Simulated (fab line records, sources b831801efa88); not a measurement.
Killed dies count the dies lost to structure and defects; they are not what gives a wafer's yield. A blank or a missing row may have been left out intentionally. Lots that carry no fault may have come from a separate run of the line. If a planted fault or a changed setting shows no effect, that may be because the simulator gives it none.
A struck lot beside a sound one ; flow sky130 ; 14 out of 708 route steps
Sound: the wafers L686.3, L686.5, L686.6. Wafers struck: L695.1, L695.3, L695.6. The cause is named last.
At each step with rows: each side's tool, then ch and its chambers, then its first start. Under that, the readings that differ: sound wafers ; struck wafers ; difference of the means ; sigmas: that difference in standard deviations of wafers without a fault.
alike: same words and numbers on both sides, and readings whose means sit less than 2 such deviations apart. not compared: any withheld reading, any reading some wafer has no value for, any bound like >300 that may hide the same value, and any number with overlapping values for which the record gives no deviation.
A row with sigmas, a row that says differs or no value, or rows on one side alone: a step with any of these is where the two part. Numbers that have no deviation but don't overlap get no sigmas and don't part them. A reading missing from all wafers of one side parts the sides only when that side holds two or more wafers.

SKY_NWELL_OVL_MEAS_10:
  sound on overlay-02, day 5 09:19; struck on overlay-02, day 7 09:45
reading;sound;struck;difference;sigmas
NWELL_00_OVL (nm);1.7 1.8 1.3;-1.3 -1.8 -0.4;-2.8;-2
then, 3 steps without rows for these wafers: SKY_NWELL_IMPLANT_11; SKY_NWELL_IMPLANT_12; SKY_NWELL_IMPLANT_13.
SKY_NWELL_STRIP_14: strips in O2/N2.
  sound on plasmaAsher-03 ch 0,1, day 5 09:49; struck on plasmaAsher-01 ch 0,1, day 7 10:14
  alike: drypumpMotorCurrentA, o2FlowSccm, oesProductAu, stripTimeToEndpointS
  not compared: rfHoursCounterH
SKY_NWELL_TW_MEAS_15:
  sound on filmMetro-01, day 5 09:55; struck on filmMetro-01, day 7 10:20
  alike: NWELL_TW
then, 6 steps without rows for these wafers: SKY_NWELL_DEHYDRATE_16 (time 60 s); SKY_NWELL_HMDS_17 (prime time 60 s); SKY_NWELL_COAT_18 (resist thk 3000 nm); SKY_NWELL_SOFTBAKE_19; SKY_NWELL_EXPOSE_20 (exposes mask NWM COMPLEMENT, target cd 840 nm); SKY_NWELL_PEB_21.
SKY_NWELL_DEVELOP_22: develop time 60 s.
  sound on lithoTrack-04 ch 0, day 6 03:00; struck on lithoTrack-01, day 8 06:00
  no value came back on the struck wafers for chillPlateTempC (C), developTimeS (s); on the sound wafers chillPlateTempC (C) reads 23.12 23.03 23.00
SKY_NWELL_OVL_MEAS_23:
  sound on overlay-02, day 6 03:31; struck on overlay-01, day 8 06:26
reading;sound;struck;difference;sigmas
NWELL_01_OVL (nm);0.4 -1.3 -1.3;- - -;no value on the struck wafers;

## WHERE THEY PART
At SKY_NWELL_OVL_MEAS_10 first; at SKY_NWELL_OVL_MEAS_23 last (within this record only).

WHY: the cause the simulator had injected
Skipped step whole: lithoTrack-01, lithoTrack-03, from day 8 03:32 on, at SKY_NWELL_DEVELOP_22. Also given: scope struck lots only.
